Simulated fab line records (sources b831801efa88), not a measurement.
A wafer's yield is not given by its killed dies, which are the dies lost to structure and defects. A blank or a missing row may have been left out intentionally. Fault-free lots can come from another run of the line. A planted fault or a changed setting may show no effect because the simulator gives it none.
Which tool was responsible? :: flow sky130 :: 45 wafers sampled from 15 lots at 1 step of a route of 708

== WHAT EACH GAUGE READ, for each wafer ==
SKY_CAP2M_OVL_MEAS_12.
lot: L686
measured: day 42 14:15
on: overlay-02
CAP2M_OVL (nm): -0.6 1.0 0.5

lot: L687
measured: day 42 15:46
on: overlay-01
CAP2M_OVL (nm): 1.2 1.2 0.7

lot: L689
measured: day 43 08:14
on: overlay-01
CAP2M_OVL (nm): 1.5 -0.5 -0.9

lot: L690
measured: day 43 13:38
on: overlay-02
CAP2M_OVL (nm): -0.3 -1.0 -1.1

lot: L692
measured: day 44 00:06
on: overlay-02
CAP2M_OVL (nm): 1.1 0.6 0.9

lot: L694
measured: day 44 10:44
on: overlay-01
CAP2M_OVL (nm): -0.6 -0.5 -0.4

lot: L695
measured: day 44 17:25
on: overlay-02
CAP2M_OVL (nm): 6.1 2.4 4.3

lot: L696
measured: day 45 11:42
on: overlay-02
CAP2M_OVL (nm): 1.0 1.1 0.4

lot: L698
measured: day 45 16:17
on: overlay-02
CAP2M_OVL (nm): 0.3 1.5 -0.7

lot: L699
measured: day 45 18:18
on: overlay-02
CAP2M_OVL (nm): -0.8 1.5 1.0

lot: L703
measured: day 46 20:46
on: overlay-01
CAP2M_OVL (nm): -0.4 -1.2 -1.6

lot: L704
measured: day 46 22:18
on: overlay-02
CAP2M_OVL (nm): 0.6 1.2 2.4

lot: L705
measured: day 47 12:44
on: overlay-01
CAP2M_OVL (nm): -0.4 -2.2 -1.1

lot: L706
measured: day 47 13:54
on: overlay-02
CAP2M_OVL (nm): 2.0 1.0 -0.3

lot: L707
measured: day 47 18:57
on: overlay-01
CAP2M_OVL (nm): -2.9 -1.1 -3.1

== TOOL THAT RAN EACH LOT (tool first, then ch and the chambers of the sampled wafers, then the start) ==
No process step before these readings appears in the record.

== WHAT THE TOOLS THEMSELVES READ (means of the sampled wafers that have a number; where no wafer has one, the mark that the record gives instead) ==
The record holds no such reading with a usual standard deviation.

== THE ANSWER, worked out from the rows above alone ==
Rule: the usual values come from the lots themselves. The widest of any qualifying gaps counts: lots, ordered by their means at a reading, are off when they make up no more than a third of the lots, leave a main group of 4 or more, and stand apart from it by 3 or more times the standard deviation of that group's means. If all means in a main group match to the digits the tables above print for the reading, that group is not used. A lot without any number at a reading at which 4 lots or more have one is off too. Any other lot the step has rows for is counted as sound. The gauges are gone through in route order, then the tools' own readings, and for those a lot's mean is taken as printed above. At the first step where some lot is off, the reading lying furthest off is the one used; lots without a number count as furthest.
No lot is off on any of the readings shown, so nothing can be concluded from this.

== WHAT HAD BEEN PUT IN BY THE SIMULATOR ==
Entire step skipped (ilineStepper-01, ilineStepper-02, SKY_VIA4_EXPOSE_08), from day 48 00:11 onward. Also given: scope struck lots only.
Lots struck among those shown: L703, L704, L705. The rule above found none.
